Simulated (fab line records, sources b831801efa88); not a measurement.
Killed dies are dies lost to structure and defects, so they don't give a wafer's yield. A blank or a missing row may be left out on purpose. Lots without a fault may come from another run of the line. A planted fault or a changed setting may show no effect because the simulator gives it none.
fab line records | flow gf180mcu
record lots=5 wafers=15 last_day=33
route steps=602 shown CONTACT@295 M1@315
lots that met no fault: from a run of the same line without faults
start_h: hours from the record's first day to the start of the lot's first wafer shown | wait_h: hours since the lot's step before | " the same as in the row above | L1.1+2: a row that stands for several wafers | - no value, or no start given | * or withheld: withheld | < > ~ a bound
route shown NAME@n: a module of which the file shows steps, and the number in the route of the first | usual: mean/standard deviation of fault-free wafers | same: alike in all rows | chamber/n: place in a boat | sites: the reading at each site | _std_site: their standard deviation | _edge_site: outer sites' mean less inner sites' | radius_mm: how far each site lies from the wafer's centre | mask NAME#n: copy n | behind: the tool/chamber that last shaped the wafer | hold: why the lot was held/for how many hours/how that ended | device: the transistor (n, p or np) that didn't switch | end of line: the same wafers' tests at the end of the route | a step without rows: its recipe alone | killed: dies lost to structure and defects at the first sort, not the wafer's yield | map: a wafer's dies, x killed, . not, _ none there
set.NAME: the setting as run; set.NAME@STEP: as run at that earlier step | model.NAME: the simulator's own value behind a step, which no gauge read
lots at some steps of the route; a table a step, a row a wafer
services: from which hour (start_h, from the record's first day; less than 0 if before it) a tool's chamber was out of use, for how many hours, and why
## steps
# step GF_CONTACT_COAT_08
# recipe resist=BARC temp_c=withheld time_s=withheld spin_rpm=withheld resist_thk_nm=withheld
# columns lot.wafer tool chamber start_h wait_h
L078.3+4+5 litho_track-01 0 391.74 0.1
L082.3+4+5 litho_track-02 0 424.38 0.1
L083.2+3+4 litho_track-01 0 431.26 0.1
L085.3+4+6 litho_track-02 0 453.28 0.1
L091.1+2+5 litho_track-03 0 497.27 0.1
# step GF_CONTACT_COAT_09
# recipe resist=KrF spin_rpm=withheld resist_thk_nm=1000
# columns lot.wafer tool chamber start_h wait_h
L078.3+4+5 litho_track-01 0 - -
L082.3+4+5 litho_track-02 0 - -
L083.2+3+4 litho_track-01 0 - -
L085.3+4+6 litho_track-02 0 - -
L091.1+2+5 litho_track-03 0 - -
# step GF_CONTACT_SOFTBAKE_10
# recipe temp_c=130 time_s=60 resist=KrF
# usual plate_temp_C=129.95/0.14
# columns lot.wafer tool chamber start_h wait_h plate_temp_C
L078.3 litho_track-01 0 - - 129.81
L078.4 " 0 " " 129.84
L078.5 " 0 " " 129.59
L082.3 litho_track-02 0 - - 130.04
L082.4 " 0 " " 129.80
L082.5 " 0 " " 129.81
L083.2 litho_track-01 0 - - 129.84
L083.3 " 0 " " 129.89
L083.4 " 0 " " 129.95
L085.3 litho_track-02 0 - - 129.92
L085.4 " 0 " " 130.03
L085.6 " 0 " " 130.06
L091.1 litho_track-03 0 - - 130.03
L091.2 " 0 " " 130.19
L091.5 " 0 " " 129.67
# step GF_CONTACT_EXPOSE_11
# recipe mask_id=Contact target_cd_nm=220 na=0.68 source_shape=conventional sigma_outer=0.6 dose_mj=38
# same na=0.68
# columns lot.wafer tool chamber start_h wait_h mask
L078.3+4+5 krf_scanner-02 0 - - Contact#0
L082.3+4+5 krf_scanner-01 0 - - Contact#0
L083.2+3+4 krf_scanner-01 0 - - Contact#0
L085.3+4+6 krf_scanner-01 0 - - Contact#0
L091.1+2+5 krf_scanner-01 0 - - Contact#0
# step GF_CONTACT_PEB_12
# recipe peb_temp_c=135 peb_time_s=90 resist=KrF
# usual plate_temp_C=134.99/0.14
# columns lot.wafer tool chamber start_h wait_h plate_temp_C
L078.3 litho_track-01 0 - - 135.07
L078.4 " 0 " " 134.85
L078.5 " 0 " " 135.09
L082.3 litho_track-02 0 - - 134.87
L082.4 " 0 " " 134.91
L082.5 " 0 " " 134.91
L083.2 litho_track-03 0 - - 135.14
L083.3 " 0 " " 134.90
L083.4 " 0 " " 134.94
L085.3 litho_track-03 0 - - 135.06
L085.4 " 0 " " 135.09
L085.6 " 0 " " 134.88
L091.1 litho_track-03 0 - - 134.95
L091.2 " 0 " " 134.97
L091.5 " 0 " " 134.98
# step GF_CONTACT_DEVELOP_13
# recipe develop_time_s=60 resist=KrF dev_temp_c=21
# columns lot.wafer tool chamber start_h wait_h
L078.3+4+5 litho_track-01 0 403.74 0.1
L082.3+4+5 litho_track-02 0 436.73 0.1
L083.2+3+4 litho_track-03 0 443.70 0.2
L085.3+4+6 litho_track-03 0 466.08 0.1
L091.1+2+5 litho_track-03 0 508.87 0.2
# step GF_CONTACT_CD_MEAS_14
# recipe target_cd_nm=220
# usual cd_nm=220.0/1.5
# columns lot.wafer tool chamber start_h wait_h cd_nm
L078.3 cd_sem-02 - 403.88 0.1 220.5
L078.4 " - " " 219.9
L078.5 " - " " 221.8
L082.3 cd_sem-01 - 436.87 0.1 220.4
L082.4 " - " " 219.5
L082.5 " - " " 220.5
L083.2 cd_sem-01 - 443.85 0.1 220.2
L083.3 " - " " 218.7
L083.4 " - " " 219.2
L085.3 cd_sem-02 - 466.22 0.1 220.4
L085.4 " - " " 223.0
L085.6 " - " " 221.6
L091.1 cd_sem-01 - 509.02 0.1 223.0
L091.2 " - " " 222.5
L091.5 " - " " 221.7
# step GF_CONTACT_OVL_MEAS_15
# usual CONTACT_OVL=-3/6.1
# columns lot.wafer tool chamber start_h wait_h CONTACT_OVL[nm]
L078.3 overlay-01 - 403.97 0.1 -5
L078.4 " - " " -8
L078.5 " - " " -15
L082.3 overlay-02 - 436.96 0.1 -4
L082.4 " - " " -2
L082.5 " - " " -5
L083.2 overlay-01 - 443.95 0.1 -4
L083.3 " - " " -7
L083.4 " - " " -13
L085.3 overlay-02 - 466.31 0.1 1
L085.4 " - " " -2
L085.6 " - " " -2
L091.1 overlay-02 - 509.14 0.1 0
L091.2 " - " " -6
L091.5 " - " " -4
# step GF_CONTACT_ETCH_16
# recipe chemistry=N2/H2 target_depth_a=withheld overetch_a=withheld time_s=withheld target=BARC ion_energy_ev=200 source_w=500 bias_w=100 pressure_mtorr=30 n2_flow_sccm=100 h2_flow_sccm=200
# usual bias_w=100.0/0.31 chamber_pressure_mTorr=30.000/0.03 drypump_motor_current_A=5.5/0.41 h2_flow_sccm=200.0/0.54 oes_product_au=0.854/0.0049 throttle_valve_pct=13.225/0.0089
# columns lot.wafer tool chamber start_h wait_h bias_w chamber_pressure_mTorr drypump_motor_current_A h2_flow_sccm oes_product_au throttle_valve_pct
L078.3 rie_diel-01 1 403.99 0.0 100.2 30.013 5.9 200.4 0.850 13.213
L078.4 " 2 " " 100.1 30.017 5.4 200.2 0.858 13.225
L078.5 " 2 " " 99.8 30.015 5.4 199.2 0.857 13.223
L082.3 rie_diel-01 0 436.99 0.0 100.1 30.007 4.8 199.6 0.850 13.223
L082.4 " 1 " " 100.1 30.081 5.8 200.5 0.853 13.233
L082.5 " 0 " " 100.0 30.075 4.8 199.2 0.855 13.229
L083.2 rie_diel-04 2 443.98 0.0 100.4 29.959 5.8 200.1 0.861 13.210
L083.3 " 0 " " 99.7 29.979 5.5 200.0 0.856 13.224
L083.4 " 3 " " 99.9 30.055 5.2 200.1 0.852 13.223
L085.3 rie_diel-01 1 466.33 0.0 99.5 30.047 5.9 199.1 0.858 13.223
L085.4 " 3 " " 99.8 30.020 5.5 200.2 0.855 13.221
L085.6 " 0 " " 100.2 29.991 4.8 200.0 0.852 13.232
L091.1 rie_diel-01 1 509.18 0.0 99.6 29.944 5.9 199.6 0.867 13.239
L091.2 " 0 " " 100.1 30.023 4.8 200.6 0.853 13.224
L091.5 " 3 " " 100.1 29.973 5.5 200.5 0.864 13.236
# step GF_CONTACT_ETCH_17
# recipe chemistry=C4F8/O2/Ar mask_material=KrF target=SiO2 stop_on=CoSi2 source_w=1500 bias_w=1200 pressure_mtorr=40 c4f8_flow_sccm=withheld O2_flow_sccm=6 Ar_flow_sccm=300 time_s=withheld target_depth_a=8600
# usual bias_w=1200/3.8 chamber_pressure_mTorr=40.00/0.035 oes_product_au=0.814/0.0049
# columns lot.wafer tool chamber start_h wait_h bias_w chamber_pressure_mTorr oes_product_au
L078.3 rie_diel-01 1 - - 1203 40.04 0.815
L078.4 " 2 " " 1199 40.00 0.820
L078.5 " 2 " " 1203 39.97 0.811
L082.3 rie_diel-01 0 - - 1206 40.06 0.808
L082.4 " 1 " " 1203 40.04 0.817
L082.5 " 0 " " 1198 40.03 0.811
L083.2 rie_diel-04 2 - - 1204 39.99 0.816
L083.3 " 0 " " 1202 40.02 0.813
L083.4 " 3 " " 1190 40.00 0.816
L085.3 rie_diel-01 1 - - 1199 40.01 0.805
L085.4 " 3 " " 1201 39.94 0.815
L085.6 " 0 " " 1200 39.94 0.811
L091.1 rie_diel-01 1 - - 1196 40.03 0.816
L091.2 " 0 " " 1200 39.99 0.814
L091.5 " 3 " " 1191 39.95 0.818
# step GF_CONTACT_STRIP_18
# recipe chemistry=O2/N2 power_w=1400 pressure_mtorr=1500 platen_temp_c=250 o2_flow_sccm=3000 n2_flow_sccm=300 overash_fraction=0.5
# usual chamber_pressure_mTorr=1500.0/1.4 drypump_motor_current_A=5.83/0.19 heater_power_w=360/39 oes_product_au=0.580/0.0051
# same overash_fraction=0.5
# columns lot.wafer tool chamber start_h wait_h chamber_pressure_mTorr drypump_motor_current_A heater_power_w oes_product_au rf_hours_counter_h
L078.3 plasma_asher-01 0 404.19 - 1501.9 5.80 307 0.586 -
L078.4 " 1 " " 1498.8 5.61 391 0.587 -
L078.5 " 0 " " 1501.2 5.79 316 0.578 -
L082.3 plasma_asher-03 1 437.18 - 1499.1 5.94 414 0.579 -
L082.4 " 0 " " 1500.6 6.15 337 0.577 -
L082.5 " 0 " " 1501.0 6.16 335 0.577 -
L083.2 plasma_asher-01 1 444.14 - 1498.5 5.62 377 0.577 84
L083.3 " 0 " " 1501.2 5.77 308 0.586 -
L083.4 " 1 " " 1497.9 5.60 383 0.581 -
L085.3 plasma_asher-01 0 466.53 - 1500.8 5.76 314 0.579 -
L085.4 " 1 " " 1499.7 5.62 384 0.577 -
L085.6 " 0 " " 1500.5 5.78 314 0.582 -
L091.1 plasma_asher-01 0 509.34 - 1497.7 5.77 317 0.580 91
L091.2 " 1 " " 1497.6 5.63 390 0.579 91
L091.5 " 0 " " 1497.9 5.81 316 0.580 -
# step GF_CONTACT_CLEAN_19
# recipe chemistry=SPM
# columns lot.wafer tool chamber start_h wait_h
L078.3+4+5 wet_bench-02 0 404.26 0.0
L082.3+4+5 wet_bench-02 2 437.25 0.0
L083.2+3+4 wet_bench-02 2 444.24 0.1
L085.3+4+6 wet_bench-03 0 466.59 0.0
L091.1+2+5 wet_bench-01 3 509.44 0.1
# step GF_CONTACT_CLEAN_20
# recipe chemistry=DIW
# columns lot.wafer tool chamber start_h wait_h
L078.3+4+5 wet_bench-03 1 404.35 0.0
L082.3+4+5 wet_bench-03 1 437.35 0.0
L083.2+3+4 wet_bench-03 0 444.34 0.0
L085.3+4+6 wet_bench-02 1 466.69 0.0
L091.1+2+5 wet_bench-03 0 509.54 0.0
# step GF_CONTACT_CLEAN_21
# recipe chemistry=dHF time_s=20 dilution=100:1 dry=ipa_marangoni
# columns lot.wafer tool chamber start_h wait_h
L078.3+4+5 wet_bench-02 2 404.45 0.0
L082.3+4+5 wet_bench-02 2 437.44 0.0
L083.2+3+4 wet_bench-02 2 444.44 0.0
L085.3+4+6 wet_bench-03 2 466.79 0.0
L091.1+2+5 wet_bench-02 1 509.63 0.0
# step GF_CONTACT_SPUTTER_22
# recipe material=Ti target_thk_nm=15 chamber_pressure_pa=5 power_w=2500 substrate_temp_c=200 time_s=80.02
# usual throttle_valve_pct=29.5/1
# columns lot.wafer tool chamber start_h wait_h throttle_valve_pct
L078.3 pvd_sputter-02 - 404.46 0.0 28.2
L078.4 " - " " 28.5
L078.5 " - " " 28.5
L082.3 pvd_sputter-04 - 437.46 0.0 29.7
L082.4 " - " " 28.2
L082.5 " - " " 29.5
L083.2 pvd_sputter-02 - 444.46 0.0 28.5
L083.3 " - " " 29.8
L083.4 " - " " 28.3
L085.3 pvd_sputter-02 - 466.81 0.0 28.3
L085.4 " - " " 29.6
L085.6 " - " " 29.5
L091.1 pvd_sputter-03 - 509.64 0.0 30.1
L091.2 " - " " 30.5
L091.5 " - " " 28.6
# step GF_CONTACT_SPUTTER_23
# recipe material=TiN target_thk_nm=10 chamber_pressure_pa=5 power_w=4000 time_s=40
# usual throttle_valve_pct=29.5/1
# columns lot.wafer tool chamber start_h wait_h throttle_valve_pct
L078.3 pvd_sputter-02 - 404.52 0.0 28.5
L078.4 " - " " 28.4
L078.5 " - " " 28.5
L082.3 pvd_sputter-04 - 437.52 0.0 29.8
L082.4 " - " " 28.4
L082.5 " - " " 29.8
L083.2 pvd_sputter-02 - 444.52 0.0 28.5
L083.3 " - " " 29.6
L083.4 " - " " 28.5
L085.3 pvd_sputter-02 - 466.87 0.0 28.3
L085.4 " - " " 29.6
L085.6 " - " " 29.4
L091.1 pvd_sputter-03 - 509.70 0.0 30.0
L091.2 " - " " 29.9
L091.5 " - " " 28.5
# step GF_CONTACT_CVD_24
# recipe material=W target_thk_nm=300 time_s=90.339 temp_c=400 pressure_torr=40
# usual chamber_pressure_Torr=40.00/0.095 heater_power_w=785/78
# columns lot.wafer tool chamber start_h wait_h chamber_pressure_Torr heater_power_w
L078.3 cvd_w-01 0 404.60 0.1 39.76 877
L078.4 " 1 " " 40.01 777
L078.5 " 1 " " 40.03 771
L082.3 cvd_w-02 0 437.59 0.1 39.93 777
L082.4 " 1 " " 40.04 641
L082.5 " 1 " " 39.92 653
L083.2 cvd_w-02 1 444.56 0.0 39.94 666
L083.3 " 0 " " 40.10 797
L083.4 " 1 " " 39.95 649
L085.3 cvd_w-02 0 466.94 0.1 40.11 806
L085.4 " 1 " " 40.10 672
L085.6 " 1 " " 40.11 663
L091.1 cvd_w-01 0 509.74 0.0 39.97 867
L091.2 " 1 " " 39.91 775
L091.5 " 0 " " 39.81 853
# step GF_CONTACT_RS_MEAS_25
# recipe thk_meas_gauge=four-point-probe reads=W_of_CONTACT_CVD_24+TiN_of_CONTACT_SPUTTER_23+Ti_of_CONTACT_SPUTTER_22
# usual CONTACT_W_RS=0.385/0.0041
# columns lot.wafer tool chamber start_h wait_h CONTACT_W_RS[ohm/sq]
L078.3 film_metro-04 - 404.70 0.1 0.384
L078.4 " - " " 0.391
L078.5 " - " " 0.395
L082.3 film_metro-02 - 437.70 0.1 0.384
L082.4 " - " " 0.388
L082.5 " - " " 0.390
L083.2 film_metro-04 - 444.68 0.1 0.385
L083.3 " - " " 0.384
L083.4 " - " " 0.383
L085.3 film_metro-03 - 467.05 0.1 0.387
L085.4 " - " " 0.390
L085.6 " - " " 0.387
L091.1 film_metro-03 - 509.84 0.1 0.382
L091.2 " - " " 0.390
L091.5 " - " " 0.375
# step GF_CONTACT_THK_MEAS_26
# recipe thk_meas_gauge=xrf reads=W_of_CONTACT_CVD_24
# usual CONTACT_W_THK=303/3.9
# columns lot.wafer tool chamber start_h wait_h CONTACT_W_THK[nm]
L078.3 film_metro-04 - 404.80 0.1 307
L078.4 " - " " 303
L078.5 " - " " 298
L082.3 film_metro-02 - 437.80 0.1 301
L082.4 " - " " 299
L082.5 " - " " 296
L083.2 film_metro-04 - 444.79 0.1 303
L083.3 " - " " 303
L083.4 " - " " 304
L085.3 film_metro-03 - 467.15 0.1 305
L085.4 " - " " 305
L085.6 " - " " 305
L091.1 film_metro-03 - 509.96 0.1 302
L091.2 " - " " 301
L091.5 " - " " 311
# step GF_CONTACT_CMP_27
# recipe stop_on=SiO2 down_force_psi=3.5 platen_rpm=60 t_overpolish_s=15 target_thk_nm=0 pad_velocity_m_s=0.94248
# usual motor_current_A=11.1/1.4 overpolish_run_s=15.000/0.0086 time_to_endpoint_s=71/4.1
# columns lot.wafer tool chamber start_h wait_h motor_current_A overpolish_run_s time_to_endpoint_s
L078.3 cmp-01 0 404.92 0.1 9.7 15.008 74
L078.4 " 2 " " 11.2 14.993 69
L078.5 " 1 " " 10.6 14.988 72
L082.3 cmp-02 1 437.84 0.0 12.9 15.004 65
L082.4 " 3 " " 13.9 15.003 67
L082.5 " 1 " " 12.2 15.011 67
L083.2 cmp-01 2 444.84 0.0 10.1 14.995 72
L083.3 " 3 " " 11.3 14.993 80
L083.4 " 0 " " 9.9 14.994 72
L085.4 cmp-02 0 467.19 0.0 9.2 15.009 70
L085.3 " 3 " " 14.3 14.999 74
L085.6 " 0 " " 9.6 14.990 68
L091.1 cmp-02 2 510.12 0.1 10.3 15.005 70
L091.2 " 3 " " 14.2 14.992 69
L091.5 " 1 " " 11.9 15.010 73
# step GF_M1_SPUTTER_00
# recipe material=Ti target_thk_nm=37.5 arriving_ion_energy_ev=80 substrate_temp_c=200 chamber_pressure_pa=2 power_w=4000 time_s=150
# usual throttle_valve_pct=29.3/1.1
# columns lot.wafer tool chamber start_h wait_h throttle_valve_pct
L078.3 pvd_sputter-01 - 405.22 0.2 31.5
L078.4 " - " " 30.2
L078.5 " - " " 31.3
L082.3 pvd_sputter-01 - 438.14 0.2 31.6
L082.4 " - " " 27.6
L082.5 " - " " 31.6
L083.2 pvd_sputter-02 - 445.14 0.2 28.6
L083.3 " - " " 29.4
L083.4 " - " " 28.6
L085.3 pvd_sputter-02 - 467.49 0.1 28.3
L085.4 " - " " 28.4
L085.6 " - " " 29.7
L091.1 pvd_sputter-02 - 510.32 0.1 27.9
L091.2 " - " " 29.4
L091.5 " - " " 28.3
# step GF_M1_SPUTTER_01
# recipe material=TiN target_thk_nm=30 power_w=6500 time_s=25 chamber_pressure_pa=0.4
# usual throttle_valve_pct=29.3/1.2
# columns lot.wafer tool chamber start_h wait_h throttle_valve_pct
L078.3 pvd_sputter-01 - 405.32 0.1 31.4
L078.4 " - " " 30.4
L078.5 " - " " 31.5
L082.3 pvd_sputter-01 - 438.24 0.1 31.4
L082.4 " - " " 27.4
L082.5 " - " " 31.2
L083.2 pvd_sputter-02 - 445.24 0.1 28.2
L083.3 " - " " 29.5
L083.4 " - " " 28.2
L085.3 pvd_sputter-02 - 467.59 0.1 28.1
L085.4 " - " " 28.9
L085.6 " - " " 29.5
L091.1 pvd_sputter-02 - 510.42 0.1 28.6
L091.2 " - " " 29.6
L091.5 " - " " 28.7
# step GF_M1_SPUTTER_02
# recipe material=AlCu target_thk_nm=450 power_w=10600 time_s=23.9 chamber_pressure_pa=0.4
# usual throttle_valve_pct=29.3/1.1
# columns lot.wafer tool chamber start_h wait_h throttle_valve_pct
L078.3 pvd_sputter-01 - 405.35 0.0 31.5
L078.4 " - " " 30.2
L078.5 " - " " 31.5
L082.3 pvd_sputter-01 - 438.27 0.0 31.3
L082.4 " - " " 27.6
L082.5 " - " " 31.5
L083.2 pvd_sputter-02 - 445.27 0.0 28.5
L083.3 " - " " 29.4
L083.4 " - " " 28.4
L085.3 pvd_sputter-02 - 467.62 0.0 28.5
L085.4 " - " " 28.4
L085.6 " - " " 29.9
L091.1 pvd_sputter-02 - 510.45 0.0 28.2
L091.2 " - " " 29.3
L091.5 " - " " 28.1
# step GF_M1_SPUTTER_03
# recipe material=Ti target_thk_nm=10 substrate_temp_c=300 chamber_pressure_pa=0.3 power_w=3000 time_s=6.7
# usual throttle_valve_pct=29.3/1.1
# columns lot.wafer tool chamber start_h wait_h throttle_valve_pct
L078.3 pvd_sputter-01 - 405.38 0.0 31.3
L078.4 " - " " 29.8
L078.5 " - " " 31.5
L082.3 pvd_sputter-01 - 438.30 0.0 31.6
L082.4 " - " " 27.5
L082.5 " - " " 31.6
L083.2 pvd_sputter-02 - 445.30 0.0 28.5
L083.3 " - " " 29.3
L083.4 " - " " 28.4
L085.3 pvd_sputter-02 - 467.65 0.0 28.6
L085.4 " - " " 28.1
L085.6 " - " " 29.7
L091.1 pvd_sputter-02 - 510.48 0.0 28.4
L091.2 " - " " 29.9
L091.5 " - " " 28.5
# step GF_M1_SPUTTER_04
# recipe material=TiN target_thk_nm=50 power_w=6500 time_s=41.7 chamber_pressure_pa=0.4
# usual throttle_valve_pct=29.3/1.1
# columns lot.wafer tool chamber start_h wait_h throttle_valve_pct
L078.3 pvd_sputter-01 - 405.40 0.0 31.2
L078.4 " - " " 30.4
L078.5 " - " " 31.1
L082.3 pvd_sputter-01 - 438.32 0.0 31.3
L082.4 " - " " 27.5
L082.5 " - " " 31.6
L083.2 pvd_sputter-02 - 445.32 0.0 28.6
L083.3 " - " " 29.3
L083.4 " - " " 28.3
L085.3 pvd_sputter-02 - 467.67 0.0 28.4
L085.4 " - " " 28.5
L085.6 " - " " 29.6
L091.1 pvd_sputter-02 - 510.50 0.0 28.3
L091.2 " - " " 29.6
L091.5 " - " " 28.4
# step GF_M1_RS_MEAS_05
# recipe thk_meas_gauge=four-point-probe reads=TiN_of_M1_SPUTTER_04+Ti_of_M1_SPUTTER_03+AlCu_of_M1_SPUTTER_02+TiN_of_M1_SPUTTER_01+Ti_of_M1_SPUTTER_00
# usual M1_ALCU_RS=0.0699/0.001
# columns lot.wafer tool chamber start_h wait_h M1_ALCU_RS[ohm/sq]
L078.3 film_metro-04 - 405.48 0.1 0.0701
L078.4 " - " " 0.0702
L078.5 " - " " 0.0693
L082.3 film_metro-04 - 438.40 0.1 0.0695
L082.4 " - " " 0.0694
L082.5 " - " " 0.0697
L083.2 film_metro-04 - 445.38 0.0 0.0692
L083.3 " - " " 0.0686
L083.4 " - " " 0.0690
L085.3 film_metro-01 - 467.75 0.1 0.0717
L085.4 " - " " 0.0717
L085.6 " - " " 0.0714
L091.1 film_metro-03 - 510.54 0.0 0.0708
L091.2 " - " " 0.0715
L091.5 " - " " 0.0711
# step GF_M1_THK_MEAS_06
# recipe thk_meas_gauge=xrf reads=AlCu_of_M1_SPUTTER_02
# usual M1_ALCU_THK=442/6.6
# columns lot.wafer tool chamber start_h wait_h M1_ALCU_THK[nm]
L078.3 film_metro-04 - 405.58 0.1 440
L078.4 " - " " 439
L078.5 " - " " 445
L082.3 film_metro-04 - 438.50 0.1 445
L082.4 " - " " 444
L082.5 " - " " 442
L083.2 film_metro-04 - 445.49 0.1 447
L083.3 " - " " 448
L083.4 " - " " 449
L085.3 film_metro-01 - 467.85 0.1 429
L085.4 " - " " 428
L085.6 " - " " 433
L091.1 film_metro-03 - 510.66 0.1 437
L091.2 " - " " 432
L091.5 " - " " 433
# step GF_M1_DEHYDRATE_07
# recipe temp_c=200 time_s=60
# usual plate_temp_C=199.97/0.17
# columns lot.wafer tool chamber start_h wait_h plate_temp_C
L078.3 litho_track-02 0 416.68 11.1 200.11
L078.4 " 0 " " 199.93
L078.5 " 0 " " 199.80
L082.3 litho_track-03 0 450.03 11.5 199.63
L082.4 " 0 " " 199.95
L082.5 " 0 " " 199.66
L083.2 litho_track-03 0 457.10 11.6 199.75
L083.3 " 0 " " 200.01
L083.4 " 0 " " 199.91
L085.3 litho_track-03 0 479.28 11.4 199.94
L085.4 " 0 " " 199.93
L085.6 " 0 " " 199.71
L091.1 litho_track-03 0 521.97 11.3 199.89
L091.2 " 0 " " 200.21
L091.5 " 0 " " 199.93
# step GF_M1_HMDS_08
# recipe prime_time_s=60 prime_temp_c=120
# columns lot.wafer tool chamber start_h wait_h
L078.3+4+5 litho_track-02 0 416.83 0.1
L082.3+4+5 litho_track-03 0 450.18 0.1
L083.2+3+4 litho_track-03 0 457.25 0.1
L085.3+4+6 litho_track-03 0 479.43 0.1
L091.1+2+5 litho_track-03 0 522.12 0.1
# step GF_M1_COAT_09
# recipe resist=KrF spin_rpm=withheld resist_thk_nm=1000
# columns lot.wafer tool chamber start_h wait_h
L078.3+4+5 litho_track-02 0 416.98 0.1
L082.3+4+5 litho_track-03 0 450.33 0.1
L083.2+3+4 litho_track-03 0 457.40 0.1
L085.3+4+6 litho_track-03 0 479.58 0.1
L091.1+2+5 litho_track-03 0 522.27 0.1
# step GF_M1_SOFTBAKE_10
# recipe temp_c=130 time_s=60 resist=KrF
# usual plate_temp_C=130.01/0.12
# columns lot.wafer tool chamber start_h wait_h plate_temp_C
L078.3 litho_track-02 0 417.13 0.1 129.94
L078.4 " 0 " " 130.04
L078.5 " 0 " " 130.09
L082.3 litho_track-03 0 450.48 0.1 130.10
L082.4 " 0 " " 130.08
L082.5 " 0 " " 129.99
L083.2 litho_track-03 0 457.55 0.1 129.93
L083.3 " 0 " " 129.97
L083.4 " 0 " " 130.23
L085.3 litho_track-03 0 479.73 0.1 130.22
L085.4 " 0 " " 130.06
L085.6 " 0 " " 130.27
L091.1 litho_track-03 0 522.42 0.1 129.79
L091.2 " 0 " " 129.93
L091.5 " 0 " " 129.77
# step GF_M1_EXPOSE_11
# recipe mask_id=Metal1 target_cd_nm=230 na=0.68 source_shape=conventional sigma_outer=0.6 dose_mj=28
# same na=0.68
# columns lot.wafer tool chamber start_h wait_h mask
L078.3+4+5 krf_scanner-01 0 - - Metal1#0
L082.3+4+5 krf_scanner-01 0 - - Metal1#0
L083.2+3+4 krf_scanner-02 0 - - Metal1#0
L085.3+4+6 krf_scanner-02 0 - - Metal1#0
L091.1+2+5 krf_scanner-01 0 - - Metal1#0
# step GF_M1_PEB_12
# recipe peb_temp_c=135 peb_time_s=90 resist=KrF
# usual plate_temp_C=135.02/0.16
# columns lot.wafer tool chamber start_h wait_h plate_temp_C
L078.3 litho_track-02 0 - - 134.97
L078.4 " 0 " " 134.97
L078.5 " 0 " " 134.88
L082.3 litho_track-04 0 - - 134.96
L082.4 " 0 " " 135.10
L082.5 " 0 " " 134.59
L083.2 litho_track-02 0 - - 135.13
L083.3 " 0 " " 135.14
L083.4 " 0 " " 135.02
L085.3 litho_track-03 0 - - 134.98
L085.4 " 0 " " 135.08
L085.6 " 0 " " 134.90
L091.1 litho_track-04 0 - - 135.07
L091.2 " 0 " " 134.97
L091.5 " 0 " " 135.12
# step GF_M1_DEVELOP_13
# recipe develop_time_s=60 dev_temp_c=21
# columns lot.wafer tool chamber start_h wait_h
L078.3+4+5 litho_track-02 0 429.08 0.1
L082.3+4+5 litho_track-04 0 462.90 0.1
L083.2+3+4 litho_track-02 0 469.81 0.2
L085.3+4+6 litho_track-03 0 491.73 0.1
L091.1+2+5 litho_track-04 0 533.25 0.2
# step GF_M1_CD_MEAS_14
# recipe target_cd_nm=230
# usual cd_nm=229.4/1.3
# columns lot.wafer tool chamber start_h wait_h cd_nm
L078.3 cd_sem-01 - 429.22 0.1 228.8
L078.4 " - " " 229.2
L078.5 " - " " 228.8
L082.3 cd_sem-02 - 463.04 0.1 228.2
L082.4 " - " " 228.2
L082.5 " - " " 229.0
L083.2 cd_sem-01 - 469.95 0.1 228.2
L083.3 " - " " 228.0
L083.4 " - " " 228.3
L085.3 cd_sem-02 - 491.87 0.1 228.3
L085.4 " - " " 229.3
L085.6 " - " " 229.2
L091.1 cd_sem-01 - 533.40 0.1 228.0
L091.2 " - " " 227.1
L091.5 " - " " 228.2
# step GF_M1_OVL_MEAS_15
# usual M1_OVL=0/5.3
# columns lot.wafer tool chamber start_h wait_h M1_OVL[nm]
L078.3 overlay-01 - 429.31 0.1 2
L078.4 " - " " -4
L078.5 " - " " 1
L082.3 overlay-02 - 463.14 0.1 -2
L082.4 " - " " -6
L082.5 " - " " 2
L083.2 overlay-02 - 470.06 0.1 -3
L083.3 " - " " -12
L083.4 " - " " 2
L085.3 overlay-01 - 491.96 0.1 4
L085.4 " - " " 2
L085.6 " - " " 2
L091.1 overlay-02 - 533.52 0.1 3
L091.2 " - " " -7
L091.5 " - " " 1
# step GF_M1_METAL_ETCH_16
# recipe chemistry=Cl2/BCl3 mask_material=KrF target_depth_nm=627.5 stop_on=SiO2 pressure_mtorr=8 icp_w=800 bias_w=140 Cl2_flow_sccm=80 bcl3_flow_sccm=40 time_s=104.6
# usual bias_w=140.1/0.49 chamber_pressure_mTorr=8.000/0.0076 drypump_motor_current_A=5.5/0.43 oes_product_au=0.970/0.0076 throttle_valve_pct=28.252/0.011
# columns lot.wafer tool chamber start_h wait_h bias_w chamber_pressure_mTorr drypump_motor_current_A oes_product_au rf_hours_counter_h throttle_valve_pct
L078.3 rie_metal-04 1 429.37 0.1 139.5 7.994 5.5 0.967 - 28.252
L078.4 " 0 " " 139.5 8.003 5.9 0.970 - 28.272
L078.5 " 1 " " 140.0 8.002 5.5 0.973 - 28.250
L082.3 rie_metal-02 1 463.20 0.1 140.4 7.995 4.9 0.973 - 28.251
L082.4 " 0 " " 139.7 7.998 6.0 0.979 - 28.249
L082.5 " 1 " " 139.6 8.001 4.9 0.970 - 28.259
L083.2 rie_metal-02 0 470.09 0.0 140.6 8.008 6.0 0.976 10.5 28.247
L083.3 " 1 " " 140.2 7.994 4.9 0.986 - 28.232
L083.4 " 0 " " 140.7 8.005 6.0 0.977 - 28.246
L085.3 rie_metal-04 0 492.02 0.1 139.7 7.997 5.9 0.961 - 28.248
L085.4 " 1 " " 139.3 8.008 5.5 0.960 - 28.261
L085.6 " 1 " " 139.6 7.992 5.5 0.959 - 28.278
L091.1 rie_metal-02 1 533.56 0.0 140.2 8.006 4.9 0.964 8.1 28.240
L091.2 " 0 " " 139.5 7.994 6.0 0.962 0.3 28.269
L091.5 " 0 " " 140.4 7.982 6.0 0.960 - 28.256
## services
# columns tool chamber start_h hours kind
cmp-02 - 372.97 2.8 repair
krf_scanner-01 - 376.95 0.8 pm
krf_scanner-02 - 378.21 0.8 pm
rie_diel-01 - 385.01 14.6 pm
krf_scanner-01 - 395.85 3.6 pm
rie_diel-01 - 402.74 0.5 repair
cmp-02 - 404.13 4.0 pm
rie_diel-01 3 409.05 1.5 repair
cvd_w-02 1 413.52 5.6 repair
krf_scanner-01 - 414.00 1.0 pm
wet_bench-03 - 418.60 2.1 repair
plasma_asher-01 - 422.00 1.8 repair
cmp-02 - 430.95 2.0 repair
krf_scanner-02 - 434.86 1.0 pm
krf_scanner-01 - 436.21 1.3 pm
krf_scanner-01 - 444.33 0.3 repair
pvd_sputter-02 - 451.25 1.8 repair
plasma_asher-01 - 452.27 1.1 repair
krf_scanner-02 - 455.15 1.3 pm
rie_metal-02 1 482.87 15.5 repair
krf_scanner-02 - 484.48 0.8 pm
rie_diel-01 2 510.39 2.2 repair
plasma_asher-01 - 520.67 0.7 repair
rie_metal-02 - 529.44 1.4 pm
## key
fault none
